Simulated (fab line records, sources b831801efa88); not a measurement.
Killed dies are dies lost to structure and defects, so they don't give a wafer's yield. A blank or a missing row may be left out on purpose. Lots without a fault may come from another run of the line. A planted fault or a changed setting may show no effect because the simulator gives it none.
fab line records | flow sfq_line
record lots=5 wafers=15 last_day=83
route steps=325 shown M8@313
lots that met no fault: from a run of the same line without faults
start_h: hours from the record's first day to the start of the lot's first wafer shown | wait_h: hours since the lot's step before | " the same as in the row above | L1.1+2: a row that stands for several wafers | - no value, or no start given | * or withheld: withheld | < > ~ a bound
route shown NAME@n: a module of which the file shows steps, and the number in the route of the first | usual: mean/standard deviation of fault-free wafers | same: alike in all rows | chamber/n: place in a boat | sites: the reading at each site | _std_site: their standard deviation | _edge_site: outer sites' mean less inner sites' | radius_mm: how far each site lies from the wafer's centre | mask NAME#n: copy n | behind: the tool/chamber that last shaped the wafer | hold: why the lot was held/for how many hours/how that ended | device: the transistor (n, p or np) that didn't switch | end of line: the same wafers' tests at the end of the route | a step without rows: its recipe alone | killed: dies lost to structure and defects at the first sort, not the wafer's yield | map: a wafer's dies, x killed, . not, _ none there
set.NAME: the setting as run; set.NAME@STEP: as run at that earlier step | model.NAME: the simulator's own value behind a step, which no gauge read
lots at some steps of the route; a table a step, a row a wafer
services: from which hour (start_h, from the record's first day; less than 0 if before it) a tool's chamber was out of use, for how many hours, and why
## steps
# step SFQ_TRILAYER_M8_LITHO_COAT_193
# recipe resist=KrF spin_rpm=3000 resist_thk_nm=600
# columns lot.wafer tool chamber start_h wait_h
L074.1+3+6 litho_track-02 0 - -
L078.1+3+4 litho_track-02 0 - -
L082.3+5+6 litho_track-04 0 - -
L085.1+4+6 litho_track-02 0 - -
L096.2+3+4 litho_track-02 0 - -
# step SFQ_TRILAYER_M8_LITHO_SOFTBAKE_199
# recipe temp_c=withheld time_s=withheld resist=KrF
# columns lot.wafer tool chamber start_h wait_h
L074.1+3+6 litho_track-02 0 - -
L078.1+3+4 litho_track-02 0 - -
L082.3+5+6 litho_track-04 0 - -
L085.1+4+6 litho_track-02 0 - -
L096.2+3+4 litho_track-02 0 - -
# step SFQ_TRILAYER_M8_LITHO_EXPOSE_194
# recipe mask_id=M8 na=0.6 source_shape=conventional sigma_outer=0.65 target_cd_nm=2000 dose_mj=14.4
# usual focus_offset_nm=0.0/0.46
# same na=0.6
# columns lot.wafer tool chamber start_h wait_h mask focus_offset_nm
L074.1 krf_scanner-01 0 1622.85 - M8#0 -0.8
L074.3 " 0 " " M8#0 -0.5
L074.6 " 0 " " M8#0 -0.2
L078.1 krf_scanner-01 0 1660.80 - M8#0 0.3
L078.3 " 0 " " M8#0 -0.3
L078.4 " 0 " " M8#0 -0.1
L082.3 krf_scanner-02 0 1774.65 - M8#0 0.7
L082.5 " 0 " " M8#0 -0.1
L082.6 " 0 " " M8#0 0.4
L085.1 krf_scanner-02 0 1933.49 - M8#0 0.2
L085.4 " 0 " " M8#0 0.1
L085.6 " 0 " " M8#0 -0.6
L096.2 krf_scanner-02 0 1989.27 - M8#0 -0.4
L096.3 " 0 " " M8#0 -0.2
L096.4 " 0 " " M8#0 -0.6
# step SFQ_TRILAYER_M8_LITHO_PEB_196
# recipe peb_temp_c=115 peb_time_s=60 resist=KrF
# columns lot.wafer tool chamber start_h wait_h
L074.1+3+6 litho_track-03 0 1624.05 1.0
L078.1+3+4 litho_track-03 0 1662.00 1.0
L082.3+5+6 litho_track-02 0 1775.50 0.7
L085.1+4+6 litho_track-02 0 1934.69 1.0
L096.2+3+4 litho_track-02 0 1990.30 0.8
# step SFQ_TRILAYER_M8_LITHO_DEVELOP_195
# recipe img_clear_s=15 time_s=55 resist=KrF
# columns lot.wafer tool chamber start_h wait_h
L074.1+3+6 litho_track-03 0 1624.20 0.1
L078.1+3+4 litho_track-03 0 1662.15 0.1
L082.3+5+6 litho_track-02 0 1775.65 0.1
L085.1+4+6 litho_track-02 0 1934.84 0.1
L096.2+3+4 litho_track-02 0 1990.45 0.1
# step SFQ_M8_OVL_MEAS_948
# usual M8_OVL=1/6.1
# columns lot.wafer tool chamber start_h wait_h M8_OVL[nm]
L074.1 overlay-01 - 1624.35 0.1 5
L074.3 " - " " 2
L074.6 " - " " 2
L078.1 overlay-02 - 1662.30 0.1 -2
L078.3 " - " " 2
L078.4 " - " " 1
L082.3 overlay-01 - 1775.75 0.1 11
L082.5 " - " " 8
L082.6 " - " " 8
L085.1 overlay-02 - 1934.98 0.1 -13
L085.4 " - " " -9
L085.6 " - " " -8
L096.2 overlay-01 - 1990.57 0.1 0
L096.3 " - " " -3
L096.4 " - " " 3
# step SFQ_TRILAYER_M8_DEP_EVAP_197
# recipe material=Ti angular_spread_deg=1 target_thk_nm=20 time_s=100 power_w=2000
# columns lot.wafer tool chamber start_h wait_h
L074.1+3+6 pvd_sputter-01 - 1624.38 0.0
L078.1+3+4 pvd_sputter-01 - 1662.33 0.0
L082.3+5+6 pvd_sputter-02 - 1775.78 0.0
L085.1+4+6 pvd_sputter-01 - 1935.02 0.0
L096.2+3+4 pvd_sputter-02 - 1990.60 0.0
# step SFQ_TRILAYER_M8_DEP_EVAP_198
# recipe material=Pt angular_spread_deg=1 target_thk_nm=50 time_s=240.8 power_w=2000
# columns lot.wafer tool chamber start_h wait_h
L074.1+3+6 pvd_sputter-01 - 1624.45 0.0
L078.1+3+4 pvd_sputter-01 - 1662.40 0.0
L082.3+5+6 pvd_sputter-02 - 1775.85 0.0
L085.1+4+6 pvd_sputter-01 - 1935.09 0.0
L096.2+3+4 pvd_sputter-02 - 1990.67 0.0
# step SFQ_TRILAYER_M8_DEP_EVAP_196
# recipe material=Au angular_spread_deg=1 target_thk_nm=180 time_s=900 power_w=2000
# columns lot.wafer tool chamber start_h wait_h
L074.1+3+6 pvd_sputter-01 - 1624.61 0.1
L078.1+3+4 pvd_sputter-01 - 1662.56 0.1
L082.3+5+6 pvd_sputter-02 - 1776.00 0.1
L085.1+4+6 pvd_sputter-01 - 1935.25 0.1
L096.2+3+4 pvd_sputter-02 - 1990.83 0.1
# step SFQ_M8_RS_MEAS_949
# recipe thk_meas_gauge=four-point-probe reads=Au_of_TRILAYER_M8_DEP_EVAP_196+Pt_of_TRILAYER_M8_DEP_EVAP_198+Ti_of_TRILAYER_M8_DEP_EVAP_197
# usual M8_AU_RS=0.1537/0.0018
# columns lot.wafer tool chamber start_h wait_h M8_AU_RS[ohm/sq]
L074.1 film_metro-01 - 1625.13 0.3 0.1545
L074.3 " - " " 0.1536
L074.6 " - " " 0.1544
L078.1 film_metro-01 - 1663.08 0.3 0.1550
L078.3 " - " " 0.1528
L078.4 " - " " 0.1530
L082.3 film_metro-04 - 1776.56 0.3 0.1549
L082.5 " - " " 0.1553
L082.6 " - " " 0.1547
L085.1 film_metro-04 - 1935.76 0.3 0.1557
L085.4 " - " " 0.1542
L085.6 " - " " 0.1558
L096.2 film_metro-04 - 1991.37 0.3 0.1539
L096.3 " - " " 0.1522
L096.4 " - " " 0.1525
# step SFQ_M8_THK_MEAS_950
# recipe thk_meas_gauge=xrf reads=Au_of_TRILAYER_M8_DEP_EVAP_196
# usual M8_AU_THK=180.9/2.6
# columns lot.wafer tool chamber start_h wait_h M8_AU_THK[nm]
L074.1 film_metro-01 - 1625.25 0.1 180.3
L074.3 " - " " 180.7
L074.6 " - " " 180.0
L078.1 film_metro-01 - 1663.20 0.1 179.5
L078.3 " - " " 181.2
L078.4 " - " " 181.3
L082.3 film_metro-04 - 1776.66 0.1 178.3
L082.5 " - " " 178.2
L082.6 " - " " 178.8
L085.1 film_metro-04 - 1935.88 0.1 179.0
L085.4 " - " " 180.1
L085.6 " - " " 177.9
L096.2 film_metro-04 - 1991.48 0.1 180.6
L096.3 " - " " 181.4
L096.4 " - " " 182.1
# step SFQ_TRILAYER_M8_LIFTOFF_LIFTOFF_197
# recipe temp_c=80 time_s=600 chemistry=NMP
# columns lot.wafer tool chamber start_h wait_h
L074.1+3+6 wet_bench-02 4,3,7 1625.31 0.1
L078.1+3+4 wet_bench-02 1,4,3 1663.26 0.1
L082.3+5+6 wet_bench-04 4,2,6 1776.70 0.0
L085.1+4+6 wet_bench-02 2,3,6 1935.94 0.1
L096.2+3+4 wet_bench-02 5,1,7 1991.53 0.0
# step SFQ_M8_BOW_MEAS_951
# recipe mode=bow
# usual M8_BOW=8/9.6
# columns lot.wafer tool chamber start_h wait_h M8_BOW[um]
L074.1 film_metro-03 - 1625.48 0.0 16
L074.3 " - " " 19
L074.6 " - " " 9
L078.1 film_metro-04 - 1663.43 0.0 5
L078.3 " - " " -1
L078.4 " - " " 3
L082.3 film_metro-01 - 1776.92 0.0 5
L082.5 " - " " -4
L082.6 " - " " 7
L085.1 film_metro-03 - 1936.12 0.0 19
L085.4 " - " " 13
L085.6 " - " " 19
L096.2 film_metro-01 - 1991.72 0.0 3
L096.3 " - " " 18
L096.4 " - " " 11
## services
# columns tool chamber start_h hours kind
wet_bench-02 - 1612.61 1.0 repair
pvd_sputter-02 - 1616.50 1.8 repair
krf_scanner-01 - 1646.85 0.8 pm
krf_scanner-01 - 1664.40 1.3 pm
krf_scanner-01 - 1676.50 0.8 pm
krf_scanner-01 - 1679.88 1.0 pm
krf_scanner-02 - 1707.47 0.3 repair
krf_scanner-02 - 1715.59 1.3 pm
krf_scanner-02 - 1717.07 0.4 repair
krf_scanner-01 - 1734.25 5.8 repair
krf_scanner-01 - 1734.67 2.0 repair
pvd_sputter-01 - 1739.59 98.4 repair
krf_scanner-02 - 1740.37 1.0 pm
krf_scanner-02 - 1756.26 10.0 repair
krf_scanner-01 - 1798.82 4.4 pm
krf_scanner-01 - 1814.75 0.8 pm
krf_scanner-02 - 1818.14 3.6 pm
krf_scanner-02 - 1834.49 0.8 pm
pvd_sputter-02 - 1840.44 4.6 repair
krf_scanner-01 - 1841.07 1.3 pm
krf_scanner-01 - 1849.57 1.0 pm
krf_scanner-02 - 1891.59 1.3 pm
krf_scanner-02 - 1907.29 1.0 pm
krf_scanner-01 - 1921.95 3.6 pm
## key
fault none
